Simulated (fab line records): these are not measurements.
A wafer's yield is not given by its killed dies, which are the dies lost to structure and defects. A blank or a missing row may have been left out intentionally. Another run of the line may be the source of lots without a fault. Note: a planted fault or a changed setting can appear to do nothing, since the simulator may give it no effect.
Matching of chambers | flow gf180mcu | GF_STI_CMP_25 on cmp-01: 4 sister chambers
The step polishes, stops on Si3N4, t overpolish 33 s, target thk 524.6 nm. 8 wafers are shown with their chamber, then 7 later ones without.

== WAFERS, EACH WITH ITS CHAMBER ==
wafer  | chamber | motorCurrentA (A) | timeToEndpointS (s)
L964.5 | 3       | 10.5              | 123
L965.4 | 0       | 11.2              | 119
L965.6 | 1       | 12.7              | 120
L969.2 | 2       | 12.8              | 120
L969.4 | 3       | 11.0              | 121
L969.6 | 0       | 11.3              | 116
L972.2 | 1       | 13.2              | 121
L972.3 | 2       | 12.5              | 122

== WAFERS WITH NO CHAMBER GIVEN ==
wafer  | motorCurrentA (A) | timeToEndpointS (s)
L972.4 | 11.9              | 117
L976.2 | 10.8              | 114
L976.3 | 12.9              | 118
L976.6 | 11.2              | 116
L977.1 | 11.4              | 114
L977.2 | 12.5              | 116
L977.3 | 12.1              | 118

== CHAMBER TAKEN BY EACH ==
wafer  | from the rows above          | in truth
L972.4 | can't be placed: 0 or 2      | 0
L976.2 | 0                            | 0
L976.3 | can't be placed: 1 or 2      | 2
L976.6 | 0                            | 0
L977.1 | 0                            | 0
L977.2 | can't be placed: 2 or 1 or 0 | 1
L977.3 | can't be placed: 2 or 0 or 1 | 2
3 of 7 placed correctly. These rows do not allow placing 4 (true chamber among the candidates in 4). Placed wrongly: 0.
How it was worked out, from the rows above alone: a wafer's distance from a chamber is the root of the sum, over the readings, of the square of ((its reading less the chamber's mean) divided by the reading's scatter). If the next closest chamber is less than 2 further off than the closest, the wafer can't be placed; otherwise it belongs to the closest. Each chamber's mean is taken over the wafers shown for it. The scatter: the root of (the sum of the squares of (reading less its chamber's mean) over the shown wafers, divided by (wafers less chambers)).
